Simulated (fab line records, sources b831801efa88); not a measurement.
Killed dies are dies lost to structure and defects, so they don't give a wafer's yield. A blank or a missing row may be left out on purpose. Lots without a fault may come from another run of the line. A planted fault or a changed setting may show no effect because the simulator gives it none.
One fault seen from 2 desks | flow gf180mcu | each desk has only its own numbers; what lay behind them comes last

THE METROLOGY DESK
What the gauges read, lot by lot, whatever tool the lot ran on: means of the sampled wafers that have a number. A lot is out of limits, marked OUT, if its mean lies more than 4 standard deviations from the usual mean; the brackets give that distance. Of its 9 readings 7 are shown: those that lie furthest out on some lot.
Columns: A = cd_nm at GF_M4_CD_MEAS_14, usual 279.5 nm; B = M4_OVL at GF_M4_OVL_MEAS_15, usual 2 nm; C = V4_CVD_00_THK at GF_V4_THK_MEAS_01, usual 600 nm; D = V4_BOW at GF_V4_BOW_MEAS_05, usual 134 um; E = cd_nm at GF_V4_CD_MEAS_14, usual 259.9 nm; F = V4_W_RS at GF_V4_RS_MEAS_24, usual 0.3296 ohm/sq; G = V4_W_THK at GF_V4_THK_MEAS_25, usual 342 nm
lot  | first seen here | A     | B  | C   | D   | E     | F      | G
L761 | day 23 17:31    | 280.3 | -0 | 603 | 143 | 261.5 | 0.3303 | 346
L763 | day 24 05:02    | 277.9 | 1  | 598 | 132 | 259.9 | 0.3300 | 348
L773 | day 27 17:26    | 279.3 | -3 | 599 | 142 | 260.3 | 0.3337 | 340
L774 | day 28 03:59    | 279.4 | 0  | 594 | 130 | 261.2 | 0.3288 | 339
L781 | day 30 02:12    | 279.6 | -1 | 603 | 136 | 259.6 | 0.3329 | 339
This desk's finding: nothing out of limits on any of the 5 lots.

THE TOOL OWNER'S DESK: cmp-01
The tool's own readings at GF_V4_CMP_04 (polishes SiO2): means of the sampled wafers that have a number, for each lot that ran on this tool. A lot is out of limits, marked OUT, if its mean lies more than 4 standard deviations from the usual mean; the brackets give that distance.
Columns: A = motor_current_A at GF_V4_CMP_04, usual 11.5 A; B = retaining_ring_pressure_frac at GF_V4_CMP_04, usual 1.000; C = time_to_endpoint_s at GF_V4_CMP_04, usual 81 s
lot  | first seen here | A    | B     | C
L761 | day 23 18:35    | 11.5 | 0.999 | 81
L763 | day 24 06:10    | 11.8 | 0.998 | 85
L773 | day 27 18:31    | 11.9 | 1.004 | 74
L774 | day 28 05:09    | 11.8 | 1.002 | 76
This desk's finding: nothing out of limits on any of the 4 lots.

PUT TOGETHER
The metrology desk saw nothing out of limits.
The tool owner's desk saw nothing out of limits.

WHAT THE SIMULATOR HAD PUT IN
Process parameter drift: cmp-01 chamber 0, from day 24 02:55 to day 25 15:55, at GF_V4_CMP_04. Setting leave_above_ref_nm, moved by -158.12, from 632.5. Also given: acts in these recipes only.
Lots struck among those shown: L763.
